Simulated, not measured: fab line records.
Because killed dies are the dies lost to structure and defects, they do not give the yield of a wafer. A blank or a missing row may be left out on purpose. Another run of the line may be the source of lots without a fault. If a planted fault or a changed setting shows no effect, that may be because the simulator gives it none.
Chamber matching + flow sky130 + hdpcvd-02 running SKY_VIA3_HDPCVD_00: 3 sister chambers
The step deposits SiO2, target thk 1635 nm, time 272.5 s. 6 wafers are shown with their chamber, then 7 later ones without.

WAFERS WITH THEIR CHAMBER
| wafer  | chamber | run_length_s (s) |
|--------|---------|------------------|
| L900.4 | 2       | 299.8            |
| L900.5 | 0       | 301.7            |
| L901.5 | 1       | 301.0            |
| L901.6 | 2       | 300.4            |
| L902.1 | 1       | 300.9            |
| L902.2 | 0       | 300.9            |

WAFERS WITHOUT THEIR CHAMBER
| wafer  | run_length_s (s) |
|--------|------------------|
| L902.5 | 299.7            |
| L903.3 | 301.6            |
| L903.4 | 301.9            |
| L903.5 | 300.7            |
| L909.3 | 300.8            |
| L911.4 | 300.1            |
| L911.5 | 301.2            |

THE CHAMBER EACH PASSED THROUGH
| wafer  | from the rows above          | in truth |
|--------|------------------------------|----------|
| L902.5 | 2                            | 2        |
| L903.3 | can't be placed: 0 or 1      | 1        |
| L903.4 | can't be placed: 0 or 1      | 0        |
| L903.5 | can't be placed: 1 or 0 or 2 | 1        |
| L909.3 | can't be placed: 1 or 0 or 2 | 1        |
| L911.4 | 2                            | 2        |
| L911.5 | can't be placed: 0 or 1      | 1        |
Correctly placed: 2 of 7. These rows do not allow placing 5 (true chamber among the candidates in 5). 0 placed wrongly.
How it was worked out, from the rows above alone: a wafer's distance from a chamber is the root of the sum, over the readings, of the square of ((its reading less the chamber's mean) divided by the reading's scatter). The wafer belongs to the nearest chamber; if the next one is less than 2 further off, it can't be placed. Each chamber's mean is taken over the wafers shown for it. The scatter is the square root of a quotient: the sum, over the shown wafers, of each reading's squared deviation from its chamber's mean, divided by wafers minus chambers.
